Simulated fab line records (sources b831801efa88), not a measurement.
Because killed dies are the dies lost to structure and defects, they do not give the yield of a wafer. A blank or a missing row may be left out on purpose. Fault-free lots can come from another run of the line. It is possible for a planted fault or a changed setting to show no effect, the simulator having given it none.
fab line records || flow gf180mcu
[record] {"lots": 14, "wafers": 41, "lastDay": 34}
route steps=602 shown M3@427 V3@434 M4@458
lots with no fault: from the same line, run without faults
startH: hours from the record's opening day to when the first of the lot's shown wafers began || waitH: hours from the lot's prior step to this one || " the same as in the row above || L1.1+2: several wafers, shown together as one row || - no value, or no start given || * or withheld: withheld || < > ~ a bound
route shown NAME@n: names a module that has steps shown in the file, with the first one's number in the route || usual: mean/standard deviation taken from wafers without a fault || same: alike in all rows || chamber/n: place in a boat || sites: readings site by site || _std_site: how widely they spread, as a standard deviation || _edge_site: outer sites' mean less inner sites' || radiusMm: how far each site lies from the wafer's centre || mask NAME#n: copy n || behind: the most recent tool/chamber to have shaped the wafer || hold: cause of the lot's hold/its duration in hours/its outcome || device: transistor that didn't switch, given as n, p or np || end of line: the route-end tests of the same wafers || where a step has no rows: the recipe by itself || killed: count of dies lost to structure and defects at first sort (not the wafer's yield) || map: a wafer's dies, marking killed ones x, the rest . and places with no die _
set.NAME: setting as actually run; set.NAME@STEP: the setting as run at that earlier step || model.NAME: the simulator's own value behind a step, which no gauge read
route steps across a sampled set of lots; one table per step, one row per wafer
services: a tool's chamber out of use, with start hour (startH, from the record's first day; less than 0 if before it), hours out, and reason
[[steps]]
[step GF_M3_STRIP_18]
[recipe] {"chemistry": "postEtchResidueRemover", "timeS": 1200, "tempC": 72.5}
[usual] {"bathGuardTempC": "72.5/0.57", "runLengthS": "1227/3.1"}
{"lot.wafer": "L337.2", "tool": "wetBench-03", "chamber": 1, "startH": 494.99, "waitH": 0.1, "bathGuardTempC": 73.3, "runLengthS": 1233}
{"lot.wafer": "L337.4", "tool": "wetBench-03", "chamber": 1, "startH": 494.99, "waitH": 0.1, "bathGuardTempC": 73.4, "runLengthS": 1233}
{"lot.wafer": "L337.5", "tool": "wetBench-03", "chamber": 1, "startH": 494.99, "waitH": 0.1, "bathGuardTempC": 73.6, "runLengthS": 1233}
{"lot.wafer": "L339.1", "tool": "wetBench-03", "chamber": 3, "startH": 517.58, "waitH": 0.1, "bathGuardTempC": 72.3, "runLengthS": 1224}
{"lot.wafer": "L339.4", "tool": "wetBench-03", "chamber": 3, "startH": 517.58, "waitH": 0.1, "bathGuardTempC": 72.8, "runLengthS": 1224}
{"lot.wafer": "L339.6", "tool": "wetBench-03", "chamber": 3, "startH": 517.58, "waitH": 0.1, "bathGuardTempC": 72.5, "runLengthS": 1224}
{"lot.wafer": "L340.2", "tool": "wetBench-01", "chamber": 2, "startH": 521.28, "waitH": 0.1, "bathGuardTempC": 72.5, "runLengthS": 1224}
{"lot.wafer": "L340.3", "tool": "wetBench-01", "chamber": 2, "startH": 521.28, "waitH": 0.1, "bathGuardTempC": 72.3, "runLengthS": 1224}
{"lot.wafer": "L340.6", "tool": "wetBench-01", "chamber": 2, "startH": 521.28, "waitH": 0.1, "bathGuardTempC": 72.6, "runLengthS": 1224}
{"lot.wafer": "L341.2", "tool": "wetBench-02", "chamber": 2, "startH": 529.02, "waitH": 0.1, "bathGuardTempC": 72.7, "runLengthS": 1225}
{"lot.wafer": "L341.4", "tool": "wetBench-02", "chamber": 2, "startH": 529.02, "waitH": 0.1, "bathGuardTempC": 73.2, "runLengthS": 1225}
{"lot.wafer": "L341.6", "tool": "wetBench-02", "chamber": 2, "startH": 529.02, "waitH": 0.1, "bathGuardTempC": 72.6, "runLengthS": 1225}
{"lot.wafer": "L342.4", "tool": "wetBench-02", "chamber": 2, "startH": 530.69, "waitH": 0.0, "bathGuardTempC": 72.6, "runLengthS": 1225}
{"lot.wafer": "L342.5", "tool": "wetBench-02", "chamber": 2, "startH": 530.69, "waitH": 0.0, "bathGuardTempC": 72.8, "runLengthS": 1225}
{"lot.wafer": "L342.6", "tool": "wetBench-02", "chamber": 2, "startH": 530.69, "waitH": 0.0, "bathGuardTempC": 72.7, "runLengthS": 1225}
{"lot.wafer": "L344.1", "tool": "wetBench-03", "chamber": 3, "startH": 560.13, "waitH": 0.1, "bathGuardTempC": 72.4, "runLengthS": 1232}
{"lot.wafer": "L344.4", "tool": "wetBench-03", "chamber": 3, "startH": 560.13, "waitH": 0.1, "bathGuardTempC": 72.3, "runLengthS": 1232}
{"lot.wafer": "L345.1", "tool": "wetBench-01", "chamber": 2, "startH": 561.68, "waitH": 0.1, "bathGuardTempC": 72.1, "runLengthS": 1224}
{"lot.wafer": "L345.2", "tool": "wetBench-01", "chamber": 2, "startH": 561.68, "waitH": 0.1, "bathGuardTempC": 71.9, "runLengthS": 1224}
{"lot.wafer": "L345.3", "tool": "wetBench-01", "chamber": 2, "startH": 561.68, "waitH": 0.1, "bathGuardTempC": 72.3, "runLengthS": 1224}
{"lot.wafer": "L346.1", "tool": "wetBench-03", "chamber": 0, "startH": 564.19, "waitH": 0.1, "bathGuardTempC": 72.7, "runLengthS": 1226}
{"lot.wafer": "L346.2", "tool": "wetBench-03", "chamber": 0, "startH": 564.19, "waitH": 0.1, "bathGuardTempC": 72.6, "runLengthS": 1226}
{"lot.wafer": "L346.5", "tool": "wetBench-03", "chamber": 0, "startH": 564.19, "waitH": 0.1, "bathGuardTempC": 72.8, "runLengthS": 1226}
{"lot.wafer": "L347.1", "tool": "wetBench-02", "chamber": 0, "startH": 574.78, "waitH": 0.1, "bathGuardTempC": 71.7, "runLengthS": 1227}
{"lot.wafer": "L347.3", "tool": "wetBench-02", "chamber": 0, "startH": 574.78, "waitH": 0.1, "bathGuardTempC": 71.3, "runLengthS": 1227}
{"lot.wafer": "L347.5", "tool": "wetBench-02", "chamber": 0, "startH": 574.78, "waitH": 0.1, "bathGuardTempC": 72.0, "runLengthS": 1227}
{"lot.wafer": "L349.1", "tool": "wetBench-03", "chamber": 0, "startH": 593.95, "waitH": 0.1, "bathGuardTempC": 72.7, "runLengthS": 967}
{"lot.wafer": "L349.2", "tool": "wetBench-03", "chamber": 0, "startH": 593.95, "waitH": 0.1, "bathGuardTempC": 72.8, "runLengthS": 967}
{"lot.wafer": "L349.6", "tool": "wetBench-03", "chamber": 0, "startH": 593.95, "waitH": 0.1, "bathGuardTempC": 72.5, "runLengthS": 967}
{"lot.wafer": "L352.3", "tool": "wetBench-02", "chamber": 0, "startH": 613.13, "waitH": 0.0, "bathGuardTempC": 71.7, "runLengthS": 1226}
{"lot.wafer": "L352.4", "tool": "wetBench-02", "chamber": 0, "startH": 613.13, "waitH": 0.0, "bathGuardTempC": 71.2, "runLengthS": 1226}
{"lot.wafer": "L352.5", "tool": "wetBench-02", "chamber": 0, "startH": 613.13, "waitH": 0.0, "bathGuardTempC": 71.4, "runLengthS": 1226}
{"lot.wafer": "L353.3", "tool": "wetBench-03", "chamber": 1, "startH": 616.98, "waitH": 0.0, "bathGuardTempC": 73.3, "runLengthS": 960}
{"lot.wafer": "L353.5", "tool": "wetBench-03", "chamber": 1, "startH": 616.98, "waitH": 0.0, "bathGuardTempC": 73.4, "runLengthS": 960}
{"lot.wafer": "L353.6", "tool": "wetBench-03", "chamber": 1, "startH": 616.98, "waitH": 0.0, "bathGuardTempC": 73.2, "runLengthS": 960}
{"lot.wafer": "L357.1", "tool": "wetBench-02", "chamber": 2, "startH": 645.94, "waitH": 0.1, "bathGuardTempC": 72.6, "runLengthS": 1233}
{"lot.wafer": "L357.3", "tool": "wetBench-02", "chamber": 2, "startH": 645.94, "waitH": 0.1, "bathGuardTempC": 72.6, "runLengthS": 1233}
{"lot.wafer": "L357.6", "tool": "wetBench-02", "chamber": 2, "startH": 645.94, "waitH": 0.1, "bathGuardTempC": 72.6, "runLengthS": 1233}
{"lot.wafer": "L358.1", "tool": "wetBench-02", "chamber": 0, "startH": 656.77, "waitH": 0.1, "bathGuardTempC": 71.5, "runLengthS": 1227}
{"lot.wafer": "L358.2", "tool": "wetBench-02", "chamber": 0, "startH": 656.77, "waitH": 0.1, "bathGuardTempC": 71.5, "runLengthS": 1227}
{"lot.wafer": "L358.4", "tool": "wetBench-02", "chamber": 0, "startH": 656.77, "waitH": 0.1, "bathGuardTempC": 71.5, "runLengthS": 1227}
[step GF_V3_BOW_MEAS_05]
[recipe] {"mode": "bow"}
[usual] {"V3_BOW": "117/7.7"}
{"lot.wafer": "L337.2", "tool": "filmMetro-02", "chamber": "-", "startH": 496.35, "waitH": 0.3, "V3_BOW[um]": 116}
{"lot.wafer": "L337.4", "tool": "filmMetro-02", "chamber": "-", "startH": 496.35, "waitH": 0.3, "V3_BOW[um]": 124}
{"lot.wafer": "L337.5", "tool": "filmMetro-02", "chamber": "-", "startH": 496.35, "waitH": 0.3, "V3_BOW[um]": 118}
{"lot.wafer": "L339.1", "tool": "filmMetro-03", "chamber": "-", "startH": 518.58, "waitH": 0.2, "V3_BOW[um]": 126}
{"lot.wafer": "L339.4", "tool": "filmMetro-03", "chamber": "-", "startH": 518.58, "waitH": 0.2, "V3_BOW[um]": 121}
{"lot.wafer": "L339.6", "tool": "filmMetro-03", "chamber": "-", "startH": 518.58, "waitH": 0.2, "V3_BOW[um]": 120}
{"lot.wafer": "L340.2", "tool": "filmMetro-03", "chamber": "-", "startH": 522.30, "waitH": 0.2, "V3_BOW[um]": 106}
{"lot.wafer": "L340.3", "tool": "filmMetro-03", "chamber": "-", "startH": 522.30, "waitH": 0.2, "V3_BOW[um]": 117}
{"lot.wafer": "L340.6", "tool": "filmMetro-03", "chamber": "-", "startH": 522.30, "waitH": 0.2, "V3_BOW[um]": 113}
{"lot.wafer": "L341.2", "tool": "filmMetro-01", "chamber": "-", "startH": 530.04, "waitH": 0.1, "V3_BOW[um]": 116}
{"lot.wafer": "L341.4", "tool": "filmMetro-01", "chamber": "-", "startH": 530.04, "waitH": 0.1, "V3_BOW[um]": 119}
{"lot.wafer": "L341.6", "tool": "filmMetro-01", "chamber": "-", "startH": 530.04, "waitH": 0.1, "V3_BOW[um]": 141}
{"lot.wafer": "L342.4", "tool": "filmMetro-02", "chamber": "-", "startH": 531.75, "waitH": 0.3, "V3_BOW[um]": 114}
{"lot.wafer": "L342.5", "tool": "filmMetro-02", "chamber": "-", "startH": 531.75, "waitH": 0.3, "V3_BOW[um]": 110}
{"lot.wafer": "L342.6", "tool": "filmMetro-02", "chamber": "-", "startH": 531.75, "waitH": 0.3, "V3_BOW[um]": 118}
{"lot.wafer": "L344.1", "tool": "filmMetro-03", "chamber": "-", "startH": 561.17, "waitH": 0.2, "V3_BOW[um]": 125}
{"lot.wafer": "L344.4", "tool": "filmMetro-03", "chamber": "-", "startH": 561.17, "waitH": 0.2, "V3_BOW[um]": 114}
{"lot.wafer": "L345.1", "tool": "filmMetro-02", "chamber": "-", "startH": 562.69, "waitH": 0.2, "V3_BOW[um]": 104}
{"lot.wafer": "L345.2", "tool": "filmMetro-02", "chamber": "-", "startH": 562.69, "waitH": 0.2, "V3_BOW[um]": 97}
{"lot.wafer": "L345.3", "tool": "filmMetro-02", "chamber": "-", "startH": 562.69, "waitH": 0.2, "V3_BOW[um]": 109}
{"lot.wafer": "L346.1", "tool": "filmMetro-02", "chamber": "-", "startH": 565.19, "waitH": 0.2, "V3_BOW[um]": 107}
{"lot.wafer": "L346.2", "tool": "filmMetro-02", "chamber": "-", "startH": 565.19, "waitH": 0.2, "V3_BOW[um]": 113}
{"lot.wafer": "L346.5", "tool": "filmMetro-02", "chamber": "-", "startH": 565.19, "waitH": 0.2, "V3_BOW[um]": 119}
{"lot.wafer": "L347.1", "tool": "filmMetro-01", "chamber": "-", "startH": 575.78, "waitH": 0.1, "V3_BOW[um]": 132}
{"lot.wafer": "L347.3", "tool": "filmMetro-01", "chamber": "-", "startH": 575.78, "waitH": 0.1, "V3_BOW[um]": 125}
{"lot.wafer": "L347.5", "tool": "filmMetro-01", "chamber": "-", "startH": 575.78, "waitH": 0.1, "V3_BOW[um]": 129}
{"lot.wafer": "L349.1", "tool": "filmMetro-03", "chamber": "-", "startH": 595.01, "waitH": 0.2, "V3_BOW[um]": 115}
{"lot.wafer": "L349.2", "tool": "filmMetro-03", "chamber": "-", "startH": 595.01, "waitH": 0.2, "V3_BOW[um]": 106}
{"lot.wafer": "L349.6", "tool": "filmMetro-03", "chamber": "-", "startH": 595.01, "waitH": 0.2, "V3_BOW[um]": 109}
{"lot.wafer": "L352.3", "tool": "filmMetro-02", "chamber": "-", "startH": 614.17, "waitH": 0.1, "V3_BOW[um]": 125}
{"lot.wafer": "L352.4", "tool": "filmMetro-02", "chamber": "-", "startH": 614.17, "waitH": 0.1, "V3_BOW[um]": 120}
{"lot.wafer": "L352.5", "tool": "filmMetro-02", "chamber": "-", "startH": 614.17, "waitH": 0.1, "V3_BOW[um]": 117}
{"lot.wafer": "L353.3", "tool": "filmMetro-03", "chamber": "-", "startH": 618.02, "waitH": 0.2, "V3_BOW[um]": 118}
{"lot.wafer": "L353.5", "tool": "filmMetro-03", "chamber": "-", "startH": 618.02, "waitH": 0.2, "V3_BOW[um]": 115}
{"lot.wafer": "L353.6", "tool": "filmMetro-03", "chamber": "-", "startH": 618.02, "waitH": 0.2, "V3_BOW[um]": 108}
{"lot.wafer": "L357.1", "tool": "filmMetro-02", "chamber": "-", "startH": 646.96, "waitH": 0.1, "V3_BOW[um]": 110}
{"lot.wafer": "L357.3", "tool": "filmMetro-02", "chamber": "-", "startH": 646.96, "waitH": 0.1, "V3_BOW[um]": 101}
{"lot.wafer": "L357.6", "tool": "filmMetro-02", "chamber": "-", "startH": 646.96, "waitH": 0.1, "V3_BOW[um]": 106}
{"lot.wafer": "L358.1", "tool": "filmMetro-01", "chamber": "-", "startH": 657.80, "waitH": 0.2, "V3_BOW[um]": 115}
{"lot.wafer": "L358.2", "tool": "filmMetro-01", "chamber": "-", "startH": 657.80, "waitH": 0.2, "V3_BOW[um]": 100}
{"lot.wafer": "L358.4", "tool": "filmMetro-01", "chamber": "-", "startH": 657.80, "waitH": 0.2, "V3_BOW[um]": 127}
[step GF_V3_OVL_MEAS_15]
[usual] {"V3_OVL": "-3/4.9"}
{"lot.wafer": "L337.2", "tool": "overlay-01", "chamber": "-", "startH": 519.51, "waitH": 0.1, "V3_OVL[nm]": -11}
{"lot.wafer": "L337.4", "tool": "overlay-01", "chamber": "-", "startH": 519.51, "waitH": 0.1, "V3_OVL[nm]": -11}
{"lot.wafer": "L337.5", "tool": "overlay-01", "chamber": "-", "startH": 519.51, "waitH": 0.1, "V3_OVL[nm]": -10}
{"lot.wafer": "L339.1", "tool": "overlay-01", "chamber": "-", "startH": 541.77, "waitH": 0.1, "V3_OVL[nm]": 9}
{"lot.wafer": "L339.4", "tool": "overlay-01", "chamber": "-", "startH": 541.77, "waitH": 0.1, "V3_OVL[nm]": -6}
{"lot.wafer": "L339.6", "tool": "overlay-01", "chamber": "-", "startH": 541.77, "waitH": 0.1, "V3_OVL[nm]": -1}
{"lot.wafer": "L340.2", "tool": "overlay-01", "chamber": "-", "startH": 545.02, "waitH": 0.1, "V3_OVL[nm]": -1}
{"lot.wafer": "L340.3", "tool": "overlay-01", "chamber": "-", "startH": 545.02, "waitH": 0.1, "V3_OVL[nm]": -4}
{"lot.wafer": "L340.6", "tool": "overlay-01", "chamber": "-", "startH": 545.02, "waitH": 0.1, "V3_OVL[nm]": -6}
{"lot.wafer": "L341.2", "tool": "overlay-01", "chamber": "-", "startH": 552.61, "waitH": 0.1, "V3_OVL[nm]": 0}
{"lot.wafer": "L341.4", "tool": "overlay-01", "chamber": "-", "startH": 552.61, "waitH": 0.1, "V3_OVL[nm]": -7}
{"lot.wafer": "L341.6", "tool": "overlay-01", "chamber": "-", "startH": 552.61, "waitH": 0.1, "V3_OVL[nm]": -5}
{"lot.wafer": "L342.4", "tool": "overlay-01", "chamber": "-", "startH": 554.64, "waitH": 0.1, "V3_OVL[nm]": -7}
{"lot.wafer": "L342.5", "tool": "overlay-01", "chamber": "-", "startH": 554.64, "waitH": 0.1, "V3_OVL[nm]": 0}
{"lot.wafer": "L342.6", "tool": "overlay-01", "chamber": "-", "startH": 554.64, "waitH": 0.1, "V3_OVL[nm]": -1}
{"lot.wafer": "L344.1", "tool": "overlay-01", "chamber": "-", "startH": 582.96, "waitH": 0.1, "V3_OVL[nm]": -2}
{"lot.wafer": "L344.4", "tool": "overlay-01", "chamber": "-", "startH": 582.96, "waitH": 0.1, "V3_OVL[nm]": -6}
{"lot.wafer": "L345.1", "tool": "overlay-02", "chamber": "-", "startH": 583.91, "waitH": 0.1, "V3_OVL[nm]": -3}
{"lot.wafer": "L345.2", "tool": "overlay-02", "chamber": "-", "startH": 583.91, "waitH": 0.1, "V3_OVL[nm]": -2}
{"lot.wafer": "L345.3", "tool": "overlay-02", "chamber": "-", "startH": 583.91, "waitH": 0.1, "V3_OVL[nm]": -11}
{"lot.wafer": "L346.1", "tool": "overlay-02", "chamber": "-", "startH": 586.77, "waitH": 0.1, "V3_OVL[nm]": -7}
{"lot.wafer": "L346.2", "tool": "overlay-02", "chamber": "-", "startH": 586.77, "waitH": 0.1, "V3_OVL[nm]": -2}
{"lot.wafer": "L346.5", "tool": "overlay-02", "chamber": "-", "startH": 586.77, "waitH": 0.1, "V3_OVL[nm]": -7}
{"lot.wafer": "L347.1", "tool": "overlay-01", "chamber": "-", "startH": 597.56, "waitH": 0.1, "V3_OVL[nm]": 3}
{"lot.wafer": "L347.3", "tool": "overlay-01", "chamber": "-", "startH": 597.56, "waitH": 0.1, "V3_OVL[nm]": 1}
{"lot.wafer": "L347.5", "tool": "overlay-01", "chamber": "-", "startH": 597.56, "waitH": 0.1, "V3_OVL[nm]": 0}
{"lot.wafer": "L349.1", "tool": "overlay-02", "chamber": "-", "startH": 615.92, "waitH": 0.1, "V3_OVL[nm]": 1}
{"lot.wafer": "L349.2", "tool": "overlay-02", "chamber": "-", "startH": 615.92, "waitH": 0.1, "V3_OVL[nm]": -2}
{"lot.wafer": "L349.6", "tool": "overlay-02", "chamber": "-", "startH": 615.92, "waitH": 0.1, "V3_OVL[nm]": -1}
{"lot.wafer": "L352.3", "tool": "overlay-01", "chamber": "-", "startH": 635.07, "waitH": 0.1, "V3_OVL[nm]": -1}
{"lot.wafer": "L352.4", "tool": "overlay-01", "chamber": "-", "startH": 635.07, "waitH": 0.1, "V3_OVL[nm]": 1}
{"lot.wafer": "L352.5", "tool": "overlay-01", "chamber": "-", "startH": 635.07, "waitH": 0.1, "V3_OVL[nm]": 3}
{"lot.wafer": "L353.3", "tool": "overlay-02", "chamber": "-", "startH": 638.72, "waitH": 0.1, "V3_OVL[nm]": -10}
{"lot.wafer": "L353.5", "tool": "overlay-02", "chamber": "-", "startH": 638.72, "waitH": 0.1, "V3_OVL[nm]": -14}
{"lot.wafer": "L353.6", "tool": "overlay-02", "chamber": "-", "startH": 638.72, "waitH": 0.1, "V3_OVL[nm]": -11}
{"lot.wafer": "L357.1", "tool": "overlay-02", "chamber": "-", "startH": 666.90, "waitH": 0.1, "V3_OVL[nm]": -4}
{"lot.wafer": "L357.3", "tool": "overlay-02", "chamber": "-", "startH": 666.90, "waitH": 0.1, "V3_OVL[nm]": 1}
{"lot.wafer": "L357.6", "tool": "overlay-02", "chamber": "-", "startH": 666.90, "waitH": 0.1, "V3_OVL[nm]": -13}
{"lot.wafer": "L358.1", "tool": "overlay-02", "chamber": "-", "startH": 677.40, "waitH": 0.1, "V3_OVL[nm]": -10}
{"lot.wafer": "L358.2", "tool": "overlay-02", "chamber": "-", "startH": 677.40, "waitH": 0.1, "V3_OVL[nm]": -8}
{"lot.wafer": "L358.4", "tool": "overlay-02", "chamber": "-", "startH": 677.40, "waitH": 0.1, "V3_OVL[nm]": -11}
[step GF_M4_SPUTTER_02]
[recipe] {"material": "AlCu", "targetThkNm": 450, "powerW": 10600, "timeS": 23.9, "chamberPressurePa": 0.4}
[usual] {"throttleValvePct": "29.9/0.95"}
{"lot.wafer": "L337.2", "tool": "pvdSputter-01", "chamber": "-", "startH": 521.03, "waitH": 0.0, "throttleValvePct": 30.6}
{"lot.wafer": "L337.4", "tool": "pvdSputter-01", "chamber": "-", "startH": 521.03, "waitH": 0.0, "throttleValvePct": 29.4}
{"lot.wafer": "L337.5", "tool": "pvdSputter-01", "chamber": "-", "startH": 521.03, "waitH": 0.0, "throttleValvePct": 30.6}
{"lot.wafer": "L339.1", "tool": "pvdSputter-03", "chamber": "-", "startH": 543.32, "waitH": 0.0, "throttleValvePct": 31.4}
{"lot.wafer": "L339.4", "tool": "pvdSputter-03", "chamber": "-", "startH": 543.32, "waitH": 0.0, "throttleValvePct": 31.1}
{"lot.wafer": "L339.6", "tool": "pvdSputter-03", "chamber": "-", "startH": 543.32, "waitH": 0.0, "throttleValvePct": 30.9}
{"lot.wafer": "L340.2", "tool": "pvdSputter-03", "chamber": "-", "startH": 546.54, "waitH": 0.0, "throttleValvePct": 31.0}
{"lot.wafer": "L340.3", "tool": "pvdSputter-03", "chamber": "-", "startH": 546.54, "waitH": 0.0, "throttleValvePct": 29.2}
{"lot.wafer": "L340.6", "tool": "pvdSputter-03", "chamber": "-", "startH": 546.54, "waitH": 0.0, "throttleValvePct": 29.6}
{"lot.wafer": "L341.2", "tool": "pvdSputter-01", "chamber": "-", "startH": 554.14, "waitH": 0.0, "throttleValvePct": 30.2}
{"lot.wafer": "L341.4", "tool": "pvdSputter-01", "chamber": "-", "startH": 554.14, "waitH": 0.0, "throttleValvePct": 29.0}
{"lot.wafer": "L341.6", "tool": "pvdSputter-01", "chamber": "-", "startH": 554.14, "waitH": 0.0, "throttleValvePct": 28.9}
{"lot.wafer": "L342.4", "tool": "pvdSputter-02", "chamber": "-", "startH": 556.14, "waitH": 0.0, "throttleValvePct": 29.8}
{"lot.wafer": "L342.5", "tool": "pvdSputter-02", "chamber": "-", "startH": 556.14, "waitH": 0.0, "throttleValvePct": 30.1}
{"lot.wafer": "L342.6", "tool": "pvdSputter-02", "chamber": "-", "startH": 556.14, "waitH": 0.0, "throttleValvePct": 29.7}
{"lot.wafer": "L344.1", "tool": "pvdSputter-03", "chamber": "-", "startH": 584.48, "waitH": 0.0, "throttleValvePct": 31.6}
{"lot.wafer": "L344.4", "tool": "pvdSputter-03", "chamber": "-", "startH": 584.48, "waitH": 0.0, "throttleValvePct": 29.5}
{"lot.wafer": "L345.1", "tool": "pvdSputter-01", "chamber": "-", "startH": 585.57, "waitH": 0.0, "throttleValvePct": 30.5}
{"lot.wafer": "L345.2", "tool": "pvdSputter-01", "chamber": "-", "startH": 585.57, "waitH": 0.0, "throttleValvePct": 29.1}
{"lot.wafer": "L345.3", "tool": "pvdSputter-01", "chamber": "-", "startH": 585.57, "waitH": 0.0, "throttleValvePct": 29.3}
{"lot.wafer": "L346.1", "tool": "pvdSputter-01", "chamber": "-", "startH": 588.29, "waitH": 0.0, "throttleValvePct": 30.3}
{"lot.wafer": "L346.2", "tool": "pvdSputter-01", "chamber": "-", "startH": 588.29, "waitH": 0.0, "throttleValvePct": 29.0}
{"lot.wafer": "L346.5", "tool": "pvdSputter-01", "chamber": "-", "startH": 588.29, "waitH": 0.0, "throttleValvePct": 30.5}
{"lot.wafer": "L347.1", "tool": "pvdSputter-02", "chamber": "-", "startH": 599.08, "waitH": 0.0, "throttleValvePct": 29.7}
{"lot.wafer": "L347.3", "tool": "pvdSputter-02", "chamber": "-", "startH": 599.08, "waitH": 0.0, "throttleValvePct": 30.0}
{"lot.wafer": "L347.5", "tool": "pvdSputter-02", "chamber": "-", "startH": 599.08, "waitH": 0.0, "throttleValvePct": 29.5}
{"lot.wafer": "L349.1", "tool": "pvdSputter-03", "chamber": "-", "startH": 617.47, "waitH": 0.0, "throttleValvePct": 31.3}
{"lot.wafer": "L349.2", "tool": "pvdSputter-03", "chamber": "-", "startH": 617.47, "waitH": 0.0, "throttleValvePct": 31.1}
{"lot.wafer": "L349.6", "tool": "pvdSputter-03", "chamber": "-", "startH": 617.47, "waitH": 0.0, "throttleValvePct": 31.4}
{"lot.wafer": "L352.3", "tool": "pvdSputter-01", "chamber": "-", "startH": 636.62, "waitH": 0.0, "throttleValvePct": 29.1}
{"lot.wafer": "L352.4", "tool": "pvdSputter-01", "chamber": "-", "startH": 636.62, "waitH": 0.0, "throttleValvePct": 30.5}
{"lot.wafer": "L352.5", "tool": "pvdSputter-01", "chamber": "-", "startH": 636.62, "waitH": 0.0, "throttleValvePct": 30.5}
{"lot.wafer": "L353.3", "tool": "pvdSputter-03", "chamber": "-", "startH": 640.26, "waitH": 0.0, "throttleValvePct": 31.1}
{"lot.wafer": "L353.5", "tool": "pvdSputter-03", "chamber": "-", "startH": 640.26, "waitH": 0.0, "throttleValvePct": 29.5}
{"lot.wafer": "L353.6", "tool": "pvdSputter-03", "chamber": "-", "startH": 640.26, "waitH": 0.0, "throttleValvePct": 31.1}
{"lot.wafer": "L357.1", "tool": "pvdSputter-01", "chamber": "-", "startH": 668.43, "waitH": 0.0, "throttleValvePct": 29.0}
{"lot.wafer": "L357.3", "tool": "pvdSputter-01", "chamber": "-", "startH": 668.43, "waitH": 0.0, "throttleValvePct": 30.4}
{"lot.wafer": "L357.6", "tool": "pvdSputter-01", "chamber": "-", "startH": 668.43, "waitH": 0.0, "throttleValvePct": 30.4}
{"lot.wafer": "L358.1", "tool": "pvdSputter-02", "chamber": "-", "startH": 678.93, "waitH": 0.0, "throttleValvePct": 29.6}
{"lot.wafer": "L358.2", "tool": "pvdSputter-02", "chamber": "-", "startH": 678.93, "waitH": 0.0, "throttleValvePct": 29.5}
{"lot.wafer": "L358.4", "tool": "pvdSputter-02", "chamber": "-", "startH": 678.93, "waitH": 0.0, "throttleValvePct": 29.5}
[[services]]
{"tool": "pvdSputter-03", "chamber": "-", "startH": 471.36, "hours": 2.3, "kind": "repair"}
{"tool": "wetBench-03", "chamber": "-", "startH": 489.77, "hours": 4.9, "kind": "repair"}
{"tool": "wetBench-01", "chamber": "-", "startH": 508.74, "hours": 2.3, "kind": "repair"}
{"tool": "pvdSputter-02", "chamber": "-", "startH": 584.77, "hours": 2.3, "kind": "repair"}
{"tool": "pvdSputter-03", "chamber": "-", "startH": 635.11, "hours": 3.2, "kind": "repair"}
[[key]]
[firstSign] {"step": "GF_M3_STRIP_18", "reading": "runLengthS", "direction": "down", "sigmas": 84, "usual": "*", "struck": "*"}
effect none on later readings
metAt GF_M3_STRIP_18
struckLots L349,L353
notActingAt GF_V3_BOW_MEAS_05,GF_V3_OVL_MEAS_15,GF_M4_SPUTTER_02
onsetBetween 564.19 593.95
[fault] {"kind": "processParameterDrift", "tool": "wetBench-03", "chamber": "-", "onsetH": 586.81, "steps": "GF_M3_STRIP_18", "channel": "timeS", "offset": "*", "shape": "step", "endH": 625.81, "actsIn": "*", "stated": "*"}
